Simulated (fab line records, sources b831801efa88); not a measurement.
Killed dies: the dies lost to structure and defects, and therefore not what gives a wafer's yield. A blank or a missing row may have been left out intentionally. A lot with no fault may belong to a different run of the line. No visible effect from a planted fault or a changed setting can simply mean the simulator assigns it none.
Chamber matching | flow sky130 | 4 sister chambers for SKY_VIA2_CMP_02 on cmp-02
The step polishes SiO2. 8 wafers are shown with their chamber, then 12 later ones without.

## WAFERS, EACH WITH ITS CHAMBER
wafer  | chamber | motor-current-A (A) | platen-rpm (rpm)
L082.1 | 1       | 12.6                | 60.01
L085.2 | 1       | 13.0                | 60.03
L087.2 | 0       | 9.7                 | 60.06
L087.3 | 3       | 11.5                | 59.91
L087.5 | 2       | 11.4                | 59.98
L089.1 | 2       | 11.9                | 60.05
L089.5 | 3       | 11.1                | 59.97
L089.6 | 0       | 9.7                 | 59.94

## WAFERS WHOSE CHAMBER IS MISSING
wafer  | motor-current-A (A) | platen-rpm (rpm)
L090.2 | 9.3                 | 59.95
L090.4 | 11.5                | 60.01
L090.6 | 10.8                | 60.08
L093.2 | 11.6                | 59.96
L093.3 | 9.7                 | 60.03
L093.5 | 11.8                | 59.99
L094.1 | 11.2                | 60.01
L094.3 | 11.2                | 59.99
L094.6 | 11.3                | 60.02
L095.1 | 13.2                | 60.07
L095.4 | 9.7                 | 59.99
L095.5 | 9.6                 | 59.94

## EACH ONE'S CHAMBER
wafer  | from the rows above          | in truth
L090.2 | 0                            | 0
L090.4 | can't be placed: 2 or 3      | 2
L090.6 | can't be placed: 3 or 2 or 0 | 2
L093.2 | can't be placed: 2 or 3      | 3
L093.3 | 0                            | 0
L093.5 | can't be placed: 2 or 3      | 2
L094.1 | can't be placed: 3 or 2      | 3
L094.3 | can't be placed: 3 or 2      | 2
L094.6 | can't be placed: 2 or 3      | 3
L095.1 | 1                            | 1
L095.4 | 0                            | 0
L095.5 | 0                            | 0
5 of 12 placed correctly. Unplaceable from these rows: 7, with the true chamber sitting among the candidates in 7. 0 placed wrongly.
How it was worked out, from the rows above alone: a wafer's distance from a chamber is the root of the sum, over the readings, of the square of ((its reading less the chamber's mean) divided by the reading's scatter). The wafer belongs to the nearest chamber; if the next one is less than 2 further off, it can't be placed. Each chamber's mean is taken over the wafers shown for it. How the scatter is found: for the shown wafers, subtract from each reading the mean of its chamber, square and add these, divide the total by (wafers less chambers), then take the root.
